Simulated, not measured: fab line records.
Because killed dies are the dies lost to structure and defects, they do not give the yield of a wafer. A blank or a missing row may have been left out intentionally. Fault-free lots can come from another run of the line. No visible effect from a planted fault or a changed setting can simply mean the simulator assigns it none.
fab line records	flow gf180mcu	part 1 of 2: steps 1 to 33 of 42
record lots=5	wafers=15	lastDay=34
route steps=602 shown M2@371 V2@382 M3@409
lots with no fault: from the same line, run without faults
startH: hours from the record's first day to the start of the lot's first wafer shown	waitH: hours from the lot's prior step to this one	" repeats the value in the row above	L1.1+2: several wafers, shown together as one row	- no value present, or no start provided	* or withheld: withheld	< > ~ a bound
route shown NAME@n: a module of which the file shows steps, and the number in the route of the first	usual: average and standard deviation across the fault-free wafers	same: alike in all rows	chamber/n: place in a boat	sites: per-site readings	_std_site: the values' standard deviation	_edge_site: the outer-site mean with the inner-site mean subtracted	radiusMm: how far each site lies from the wafer's centre	mask NAME#n: copy n	behind: the last tool/chamber to shape the wafer	hold: what put the lot on hold/how long, in hours/how the hold closed	device: the transistor (n, p or np) that didn't switch	end of line: the tests these same wafers got at the end of their route	where a step has no rows: the recipe by itself	killed: not the wafer's yield, but the dies lost to structure and defects at the first sort	map: the dies of a wafer, with x for killed, . for not killed, _ for no die there
set.NAME: the run value of the setting; set.NAME@STEP: its run value at that earlier step	model.NAME: the simulator's own value behind a step, which no gauge read
lots at some steps of the route; a table a step, a row a wafer
services: a tool's chamber out of use, with start hour (startH, from the record's first day; less than 0 if before it), hours out, and reason
## steps
# step GF_M2_COAT_09
# recipe resist=KrF	spinRpm=withheld	resistThkNm=1000
lot.wafer	tool	chamber	startH	waitH
L074.1+3+5	lithoTrack-03	0	423.54	0.1
L083.1+5+6	lithoTrack-03	0	532.74	0.1
L086.3+5+6	lithoTrack-02	0	555.88	0.1
L094.2+4+6	lithoTrack-01	0	598.03	0.1
L097.1+2+4	lithoTrack-03	0	617.79	0.1
# step GF_M2_SOFTBAKE_10
# recipe tempC=130	timeS=60	resist=KrF
lot.wafer	tool	chamber	startH	waitH
L074.1+3+5	lithoTrack-03	0	423.69	0.1
L083.1+5+6	lithoTrack-03	0	532.89	0.1
L086.3+5+6	lithoTrack-02	0	556.03	0.1
L094.2+4+6	lithoTrack-01	0	598.18	0.1
L097.1+2+4	lithoTrack-03	0	617.94	0.1
# step GF_M2_EXPOSE_11
# recipe maskId=Metal2	targetCdNm=280	na=0.68	sourceShape=conventional	sigmaOuter=0.6	doseMj=28
lot.wafer	tool	chamber	startH	waitH	mask
L074.1+3+5	krfScanner-01	0	-	-	Metal2#0
L083.1+5+6	krfScanner-02	0	-	-	Metal2#0
L086.3+5+6	krfScanner-02	0	-	-	Metal2#0
L094.2+4+6	krfScanner-01	0	-	-	Metal2#0
L097.1+2+4	krfScanner-01	0	-	-	Metal2#0
# step GF_M2_PEB_12
# recipe pebTempC=135	pebTimeS=90	resist=KrF
lot.wafer	tool	chamber	startH	waitH
L074.1+3+5	lithoTrack-02	0	-	-
L083.1+5+6	lithoTrack-03	0	-	-
L086.3+5+6	lithoTrack-01	0	-	-
L094.2+4+6	lithoTrack-01	0	-	-
L097.1+2+4	lithoTrack-03	0	-	-
# step GF_M2_DEVELOP_13
# recipe developTimeS=60	devTempC=21
lot.wafer	tool	chamber	startH	waitH
L074.1+3+5	lithoTrack-02	0	435.93	0.2
L083.1+5+6	lithoTrack-03	0	544.19	0.2
L086.3+5+6	lithoTrack-01	0	567.10	0.1
L094.2+4+6	lithoTrack-01	0	608.58	0.2
L097.1+2+4	lithoTrack-03	0	628.24	0.2
# step GF_M2_CD_MEAS_14
# recipe targetCdNm=280
# usual cdNm=279.9/1.4
lot.wafer	tool	chamber	startH	waitH	cdNm
L074.1	cdSem-02	-	436.08	0.1	279.6
L074.3	"	-	"	"	279.2
L074.5	"	-	"	"	277.6
L083.1	cdSem-02	-	544.34	0.1	278.7
L083.5	"	-	"	"	278.3
L083.6	"	-	"	"	279.8
L086.3	cdSem-02	-	567.24	0.1	281.0
L086.5	"	-	"	"	279.8
L086.6	"	-	"	"	281.3
L094.2	cdSem-02	-	608.72	0.1	279.5
L094.4	"	-	"	"	280.7
L094.6	"	-	"	"	280.4
L097.1	cdSem-02	-	628.39	0.1	277.5
L097.2	"	-	"	"	277.8
L097.4	"	-	"	"	278.5
# step GF_M2_OVL_MEAS_15
# usual M2_OVL=0/6.3
lot.wafer	tool	chamber	startH	waitH	M2_OVL[nm]
L074.1	overlay-02	-	436.20	0.1	4
L074.3	"	-	"	"	9
L074.5	"	-	"	"	-1
L083.1	overlay-02	-	544.46	0.1	-5
L083.5	"	-	"	"	-6
L083.6	"	-	"	"	0
L086.3	overlay-01	-	567.34	0.1	-3
L086.5	"	-	"	"	-1
L086.6	"	-	"	"	6
L094.2	overlay-02	-	608.83	0.1	9
L094.4	"	-	"	"	-1
L094.6	"	-	"	"	5
L097.1	overlay-02	-	628.51	0.1	-3
L097.2	"	-	"	"	-2
L097.4	"	-	"	"	-2
# step GF_M2_METAL_ETCH_16
# recipe chemistry=Cl2/BCl3	maskMaterial=KrF	targetDepthNm=750.8	stopOn=SiO2	pressureMtorr=8	icpW=800	biasW=140	Cl2_flow_sccm=80	bcl3FlowSccm=40	timeS=125.1
# usual drypumpMotorCurrentA=5.87/0.17	oesProductAu=0.988/0.0066	throttleValvePct=28.232/0.011
lot.wafer	tool	chamber	startH	waitH	drypumpMotorCurrentA	oesProductAu	rfHoursCounterH	throttleValvePct
L074.1	rieMetal-01	0	436.23	0.0	6.19	0.995	3	28.240
L074.3	"	1	"	"	5.71	0.988	-	28.236
L074.5	"	1	"	"	5.71	0.993	-	28.211
L083.1	rieMetal-01	0	544.49	0.0	6.19	0.979	5	28.224
L083.5	"	0	"	"	6.20	0.988	-	28.216
L083.6	"	1	"	"	5.72	0.977	-	28.240
L086.3	rieMetal-03	1	567.40	0.1	5.63	0.989	-	28.225
L086.5	"	0	"	"	5.92	0.982	-	28.251
L086.6	"	1	"	"	5.63	0.994	-	28.211
L094.2	rieMetal-01	1	608.86	0.0	5.73	0.987	1	28.253
L094.4	"	1	"	"	5.70	0.990	-	28.212
L094.6	"	1	"	"	5.72	0.989	-	28.234
L097.1	rieMetal-03	1	628.54	0.0	5.62	0.999	12	28.224
L097.2	"	0	"	"	5.95	0.972	14	28.231
L097.4	"	0	"	"	5.92	0.980	-	28.242
# step GF_M2_STRIP_17
# recipe chemistry=O2/N2	powerW=1400	pressureMtorr=1500	platenTempC=250	o2FlowSccm=3000	n2FlowSccm=300	overashFraction=0.5
# usual drypumpMotorCurrentA=5.7/0.34	heaterPowerW=313/40	oesProductAu=0.538/0.0052	stripTimeToEndpointS=7.40/0.061
lot.wafer	tool	chamber	startH	waitH	drypumpMotorCurrentA	heaterPowerW	oesProductAu	rfHoursCounterH	stripTimeToEndpointS
L074.1	plasmaAsher-04	1	436.36	0.1	5.8	277	0.534	0	7.31
L074.3	"	0	"	"	5.3	311	0.546	-	7.39
L074.5	"	0	"	"	5.3	311	0.535	-	7.40
L083.1	plasmaAsher-02	0	544.62	0.1	6.1	333	0.537	42	7.43
L083.5	"	0	"	"	6.1	333	0.541	-	7.46
L083.6	"	1	"	"	6.2	385	0.548	-	7.49
L086.3	plasmaAsher-04	1	567.52	0.1	5.8	266	0.529	-	7.28
L086.5	"	0	"	"	5.3	308	0.535	-	7.33
L086.6	"	1	"	"	5.8	271	0.531	-	7.25
L094.2	plasmaAsher-04	0	608.99	0.1	5.3	312	0.543	18	7.44
L094.4	"	1	"	"	5.8	266	0.537	-	7.40
L094.6	"	0	"	"	5.3	309	0.534	-	7.46
L097.1	plasmaAsher-02	1	628.67	0.1	6.2	392	0.537	51	7.32
L097.2	"	0	"	"	6.1	335	0.538	51	7.50
L097.4	"	0	"	"	6.1	332	0.539	-	7.49
# step GF_M2_STRIP_18
# recipe chemistry=postEtchResidueRemover	timeS=1200	tempC=72.5
lot.wafer	tool	chamber	startH	waitH
L074.1+3+5	wetBench-02	3	436.46	0.1
L083.1+5+6	wetBench-03	1	544.72	0.1
L086.3+5+6	wetBench-01	0	567.59	0.0
L094.2+4+6	wetBench-02	2	609.09	0.1
L097.1+2+4	wetBench-02	2	628.77	0.1
# step GF_M2_CLEAN_19
# recipe chemistry=DIW	dry=n2Spin
lot.wafer	tool	chamber	startH	waitH
L074.1+3+5	wetBench-03	1	436.80	0.0
L083.1+5+6	wetBench-01	0	545.07	0.0
L086.3+5+6	wetBench-02	0	567.93	0.0
L094.2+4+6	wetBench-01	1	609.43	0.0
L097.1+2+4	wetBench-01	2	629.11	0.0
# step GF_V2_CVD_00
# recipe material=SiO2	targetThkNm=600	sigmaOpenFrac=0.3	tempC=400	timeS=100	sih4FlowSccm=60	pressureMtorr=6
lot.wafer	tool	chamber	startH	waitH
L074.1+3+5	hdpcvd-01	0,2,0	436.90	0.0
L083.1+5+6	hdpcvd-02	2,1,2	545.16	0.0
L086.3+5+6	hdpcvd-02	1,2,0	568.02	0.0
L094.2+4+6	hdpcvd-02	2,2,0	609.53	0.0
L097.1+2+4	hdpcvd-02	1,0,2	629.21	0.0
# step GF_V2_THK_MEAS_01
# recipe reads=SiO2_of_V2_CVD_00
# usual V2_CVD_00_THK=598/6.4
lot.wafer	tool	chamber	startH	waitH	V2_CVD_00_THK[nm]
L074.1	filmMetro-03	-	437.00	0.1	601
L074.3	"	-	"	"	595
L074.5	"	-	"	"	598
L083.1	filmMetro-03	-	545.23	0.0	592
L083.5	"	-	"	"	600
L083.6	"	-	"	"	590
L086.3	filmMetro-04	-	568.12	0.1	596
L086.5	"	-	"	"	589
L086.6	"	-	"	"	595
L094.2	filmMetro-04	-	609.61	0.0	588
L094.4	"	-	"	"	587
L094.6	"	-	"	"	589
L097.1	filmMetro-03	-	629.28	0.0	598
L097.2	"	-	"	"	597
L097.4	"	-	"	"	592
# step GF_V2_CVD_02
# recipe material=SiO2	targetThkNm=850	precursor=TEOS	tempC=400	timeS=94.851	rfW=600
# usual heaterPowerW=658/85
lot.wafer	tool	chamber	startH	waitH	heaterPowerW
L074.1	pecvd-03	2	437.06	0.1	658
L074.3	"	0	"	"	629
L074.5	"	2	"	"	682
L083.1	pecvd-03	1	545.29	0.1	653
L083.5	"	2	"	"	701
L083.6	"	1	"	"	692
L086.3	pecvd-01	2	568.19	0.1	629
L086.5	"	2	"	"	670
L086.6	"	0	"	"	585
L094.2	pecvd-02	1	609.66	0.0	847
L094.4	"	1	"	"	703
L094.6	"	2	"	"	617
L097.1	pecvd-02	0	629.34	0.1	523
L097.2	"	1	"	"	825
L097.4	"	0	"	"	567
# step GF_V2_THK_MEAS_03
# recipe reads=SiO2_of_V2_CVD_02
# usual V2_CVD_02_THK=848/11
lot.wafer	tool	chamber	startH	waitH	V2_CVD_02_THK[nm]
L074.1	filmMetro-04	-	437.13	0.0	845
L074.3	"	-	"	"	840
L074.5	"	-	"	"	854
L083.1	filmMetro-04	-	545.36	0.0	831
L083.5	"	-	"	"	853
L083.6	"	-	"	"	855
L086.3	filmMetro-03	-	568.28	0.1	835
L086.5	"	-	"	"	838
L086.6	"	-	"	"	842
L094.2	filmMetro-02	-	609.74	0.0	847
L094.4	"	-	"	"	865
L094.6	"	-	"	"	862
L097.1	filmMetro-02	-	629.41	0.0	839
L097.2	"	-	"	"	846
L097.4	"	-	"	"	868
# step GF_V2_CMP_04
# recipe material=SiO2	downForcePsi=4	platenRpm=60	padVelocityMS=0.94248
# usual motorCurrentA=12.2/1	platenRpm=60.00/0.036	timeToEndpointS=80/5.5
lot.wafer	tool	chamber	startH	waitH	motorCurrentA	platenRpm	timeToEndpointS
L074.1	cmp-01	2	437.19	0.1	12.2	59.96	77
L074.3	"	3	"	"	12.7	60.03	77
L074.5	"	2	"	"	12.4	60.02	82
L083.1	cmp-01	1	545.52	0.1	10.6	60.04	76
L083.5	"	3	"	"	12.8	59.89	81
L083.6	"	0	"	"	12.3	60.01	84
L086.3	cmp-02	2	568.37	0.1	12.1	60.03	77
L086.6	"	1	"	"	10.6	59.99	76
L086.5	"	2	"	"	11.5	60.00	80
L094.4	cmp-02	1	609.79	0.0	10.8	60.02	86
L094.2	"	2	"	"	12.4	59.98	86
L094.6	"	2	"	"	11.9	60.04	91
L097.4	cmp-02	3	629.52	0.1	13.5	59.96	83
L097.1	"	0	"	"	13.0	59.98	82
L097.2	"	1	"	"	10.7	59.96	80
# step GF_V2_BOW_MEAS_05
# recipe mode=bow
# usual V2_BOW=101/7.2
lot.wafer	tool	chamber	startH	waitH	V2_BOW[um]
L074.1	filmMetro-03	-	437.49	0.2	95
L074.3	"	-	"	"	99
L074.5	"	-	"	"	93
L083.1	filmMetro-02	-	545.72	0.1	83
L083.5	"	-	"	"	93
L083.6	"	-	"	"	90
L086.3	filmMetro-03	-	568.66	0.2	105
L086.5	"	-	"	"	112
L086.6	"	-	"	"	109
L094.2	filmMetro-03	-	610.11	0.2	91
L094.4	"	-	"	"	105
L094.6	"	-	"	"	101
L097.1	filmMetro-04	-	629.77	0.1	110
L097.2	"	-	"	"	101
L097.4	"	-	"	"	101
# step GF_V2_DEHYDRATE_06
# recipe tempC=200	timeS=60
lot.wafer	tool	chamber	startH	waitH
L074.1+3+5	lithoTrack-01	0	449.66	12.1
L083.1+5+6	lithoTrack-01	0	555.95	10.2
L086.3+5+6	lithoTrack-04	0	578.54	9.9
L094.2+4+6	lithoTrack-02	0	619.35	9.2
L097.1+2+4	lithoTrack-01	0	638.60	8.8
# step GF_V2_HMDS_07
# recipe primeTimeS=60	primeTempC=120
lot.wafer	tool	chamber	startH	waitH
L074.1+3+5	lithoTrack-01	0	449.81	0.1
L083.1+5+6	lithoTrack-01	0	556.10	0.1
L086.3+5+6	lithoTrack-04	0	578.69	0.1
L094.2+4+6	lithoTrack-02	0	619.50	0.1
L097.1+2+4	lithoTrack-01	0	638.75	0.1
# step GF_V2_COAT_08
# recipe resist=BARC	tempC=withheld	timeS=withheld	spinRpm=withheld	resistThkNm=withheld
lot.wafer	tool	chamber	startH	waitH
L074.1+3+5	lithoTrack-01	0	449.96	0.1
L083.1+5+6	lithoTrack-01	0	556.25	0.1
L086.3+5+6	lithoTrack-04	0	578.84	0.1
L094.2+4+6	lithoTrack-02	0	619.65	0.1
L097.1+2+4	lithoTrack-01	0	638.90	0.1
# step GF_V2_COAT_09
# recipe resist=KrF	spinRpm=withheld	resistThkNm=1000
lot.wafer	tool	chamber	startH	waitH
L074.1+3+5	lithoTrack-01	0	-	-
L083.1+5+6	lithoTrack-01	0	-	-
L086.3+5+6	lithoTrack-04	0	-	-
L094.2+4+6	lithoTrack-02	0	-	-
L097.1+2+4	lithoTrack-01	0	-	-
# step GF_V2_SOFTBAKE_10
# recipe tempC=130	timeS=60	resist=KrF
lot.wafer	tool	chamber	startH	waitH
L074.1+3+5	lithoTrack-01	0	-	-
L083.1+5+6	lithoTrack-01	0	-	-
L086.3+5+6	lithoTrack-04	0	-	-
L094.2+4+6	lithoTrack-02	0	-	-
L097.1+2+4	lithoTrack-01	0	-	-
# step GF_V2_EXPOSE_11
# recipe maskId=Via2	targetCdNm=260	na=0.68	sourceShape=conventional	sigmaOuter=0.6	doseMj=38
lot.wafer	tool	chamber	startH	waitH	mask
L074.1+3+5	krfScanner-01	0	-	-	Via2#0
L083.1+5+6	krfScanner-01	0	-	-	Via2#0
L086.3+5+6	krfScanner-02	0	-	-	Via2#0
L094.2+4+6	krfScanner-01	0	-	-	Via2#0
L097.1+2+4	krfScanner-01	0	-	-	Via2#0
# step GF_V2_PEB_12
# recipe pebTempC=135	pebTimeS=90	resist=KrF
lot.wafer	tool	chamber	startH	waitH
L074.1+3+5	lithoTrack-04	0	-	-
L083.1+5+6	lithoTrack-01	0	-	-
L086.3+5+6	lithoTrack-04	0	-	-
L094.2+4+6	lithoTrack-01	0	-	-
L097.1+2+4	lithoTrack-04	0	-	-
# step GF_V2_DEVELOP_13
# recipe developTimeS=60	resist=KrF	devTempC=21
lot.wafer	tool	chamber	startH	waitH
L074.1+3+5	lithoTrack-04	0	462.44	0.2
L083.1+5+6	lithoTrack-01	0	568.30	0.2
L086.3+5+6	lithoTrack-04	0	590.09	0.1
L094.2+4+6	lithoTrack-01	0	629.93	0.2
L097.1+2+4	lithoTrack-04	0	649.49	0.2
# step GF_V2_CD_MEAS_14
# recipe targetCdNm=260
# usual cdNm=260.2/1.3
lot.wafer	tool	chamber	startH	waitH	cdNm
L074.1	cdSem-02	-	462.59	0.1	260.5
L074.3	"	-	"	"	261.3
L074.5	"	-	"	"	261.1
L083.1	cdSem-01	-	568.45	0.1	259.3
L083.5	"	-	"	"	259.1
L083.6	"	-	"	"	259.2
L086.3	cdSem-01	-	590.23	0.1	260.2
L086.5	"	-	"	"	261.4
L086.6	"	-	"	"	259.8
L094.2	cdSem-02	-	630.07	0.1	261.8
L094.4	"	-	"	"	261.0
L094.6	"	-	"	"	263.2
L097.1	cdSem-02	-	649.64	0.1	259.2
L097.2	"	-	"	"	260.7
L097.4	"	-	"	"	260.4
# step GF_V2_OVL_MEAS_15
# usual V2_OVL=2/5.2
lot.wafer	tool	chamber	startH	waitH	V2_OVL[nm]
L074.1	overlay-02	-	462.71	0.1	13
L074.3	"	-	"	"	10
L074.5	"	-	"	"	21
L083.1	overlay-02	-	568.57	0.1	-2
L083.5	"	-	"	"	-3
L083.6	"	-	"	"	-2
L086.3	overlay-01	-	590.33	0.1	3
L086.5	"	-	"	"	-3
L086.6	"	-	"	"	1
L094.2	overlay-01	-	630.18	0.1	0
L094.4	"	-	"	"	2
L094.6	"	-	"	"	-1
L097.1	overlay-02	-	649.76	0.1	10
L097.2	"	-	"	"	8
L097.4	"	-	"	"	8
# step GF_V2_ETCH_16
# recipe chemistry=N2/H2	targetDepthA=withheld	overetchA=withheld	timeS=withheld	target=BARC	ionEnergyEv=200	sourceW=500	biasW=100	pressureMtorr=30	n2FlowSccm=100	h2FlowSccm=200
# usual drypumpMotorCurrentA=5.9/0.49	oesProductAu=0.854/0.0046	throttleValvePct=13.224/0.0093
lot.wafer	tool	chamber	startH	waitH	drypumpMotorCurrentA	oesProductAu	throttleValvePct
L074.1	rieDiel-03	1	462.75	0.0	5.1	0.853	13.233
L074.3	"	0	"	"	6.1	0.849	13.234
L074.5	"	0	"	"	6.2	0.856	13.213
L083.1	rieDiel-01	1	568.61	0.0	6.3	0.859	13.236
L083.5	"	3	"	"	6.4	0.856	13.214
L083.6	"	2	"	"	5.3	0.860	13.218
L086.3	rieDiel-01	0	590.35	0.0	6.2	0.856	13.223
L086.5	"	2	"	"	5.4	0.846	13.222
L086.6	"	1	"	"	6.2	0.858	13.229
L094.2	rieDiel-01	0	630.21	0.0	6.2	0.858	13.237
L094.4	"	1	"	"	6.3	0.862	13.217
L094.6	"	1	"	"	6.2	0.857	13.231
L097.1	rieDiel-01	2	649.80	0.0	5.4	0.855	13.242
L097.2	"	1	"	"	6.2	0.858	13.232
L097.4	"	0	"	"	6.2	0.850	13.228
# step GF_V2_ETCH_17
# recipe chemistry=C4F8/O2/Ar	maskMaterial=KrF	target=SiO2	stopOn=TiN	sourceW=1500	biasW=1200	pressureMtorr=40	c4f8FlowSccm=withheld	O2_flow_sccm=6	Ar_flow_sccm=300	timeS=withheld	targetDepthA=6300
# usual oesProductAu=0.855/0.0046
lot.wafer	tool	chamber	startH	waitH	oesProductAu
L074.1	rieDiel-03	1	-	-	0.860
L074.3	"	0	"	"	0.860
L074.5	"	0	"	"	0.850
L083.1	rieDiel-01	1	-	-	0.854
L083.5	"	3	"	"	0.858
L083.6	"	2	"	"	0.848
L086.3	rieDiel-01	0	-	-	0.862
L086.5	"	2	"	"	0.859
L086.6	"	1	"	"	0.847
L094.2	rieDiel-01	0	-	-	0.845
L094.4	"	1	"	"	0.867
L094.6	"	1	"	"	0.854
L097.1	rieDiel-01	2	-	-	0.856
L097.2	"	1	"	"	0.855
L097.4	"	0	"	"	0.853
# step GF_V2_STRIP_18
# recipe chemistry=O2/N2	powerW=1400	pressureMtorr=1500	platenTempC=250	o2FlowSccm=3000	n2FlowSccm=300	overashFraction=0.5
# usual drypumpMotorCurrentA=5.40/0.22	heaterPowerW=306/31	oesProductAu=0.591/0.0043
lot.wafer	tool	chamber	startH	waitH	drypumpMotorCurrentA	heaterPowerW	oesProductAu	rfHoursCounterH
L074.1	plasmaAsher-01	1	462.88	-	5.27	322	0.589	86
L074.3	"	1	"	"	5.27	312	0.589	-
L074.5	"	1	"	"	5.26	328	0.591	-
L083.1	plasmaAsher-01	0	568.74	-	5.47	278	0.597	98
L083.5	"	1	"	"	5.26	323	0.596	-
L083.6	"	0	"	"	5.47	276	0.590	-
L086.3	plasmaAsher-04	1	590.51	-	5.76	265	0.599	-
L086.5	"	1	"	"	5.79	266	0.594	-
L086.6	"	0	"	"	5.27	308	0.589	-
L094.2	plasmaAsher-04	0	630.34	-	5.32	316	0.597	20
L094.4	"	0	"	"	5.32	310	0.594	-
L094.6	"	0	"	"	5.31	320	0.601	-
L097.1	plasmaAsher-03	0	649.93	-	5.01	309	0.586	88
L097.2	"	1	"	"	5.54	367	0.593	88
L097.4	"	1	"	"	5.55	369	0.590	-
# step GF_V2_STRIP_19
# recipe chemistry=postEtchResidueRemover	timeS=1200	tempC=72.5
lot.wafer	tool	chamber	startH	waitH
L074.1+3+5	wetBench-04	3	462.98	0.1
L083.1+5+6	wetBench-03	0	568.84	0.1
L086.3+5+6	wetBench-01	2	590.58	0.0
L094.2+4+6	wetBench-01	3	630.44	0.1
L097.1+2+4	wetBench-01	0	650.03	0.1
# step GF_V2_CLEAN_20
# recipe chemistry=DIW	dry=n2Spin
lot.wafer	tool	chamber	startH	waitH
L074.1+3+5	wetBench-03	0	463.35	0.0
L083.1+5+6	wetBench-01	2	569.25	0.0
L086.3+5+6	wetBench-03	3	590.95	0.0
L094.2+4+6	wetBench-04	3	630.78	0.0
L097.1+2+4	wetBench-04	0	650.37	0.0
# step GF_V2_SPUTTER_21
# recipe material=Ti	targetThkNm=15	chamberPressurePa=5	powerW=2500	substrateTempC=200	timeS=80.02
# usual throttleValvePct=29.9/0.7
lot.wafer	tool	chamber	startH	waitH	throttleValvePct
L074.1	pvdSputter-01	-	463.44	0.0	29.5
L074.3	"	-	"	"	30.5
L074.5	"	-	"	"	29.6
L083.1	pvdSputter-03	-	569.34	0.0	31.2
L083.5	"	-	"	"	31.0
L083.6	"	-	"	"	30.3
L086.3	pvdSputter-02	-	591.04	0.0	29.8
L086.5	"	-	"	"	29.9
L086.6	"	-	"	"	29.5
L094.2	pvdSputter-02	-	630.88	0.0	29.7
L094.4	"	-	"	"	29.8
L094.6	"	-	"	"	29.6
L097.1	pvdSputter-01	-	650.47	0.0	29.3
L097.2	"	-	"	"	30.6
L097.4	"	-	"	"	28.9
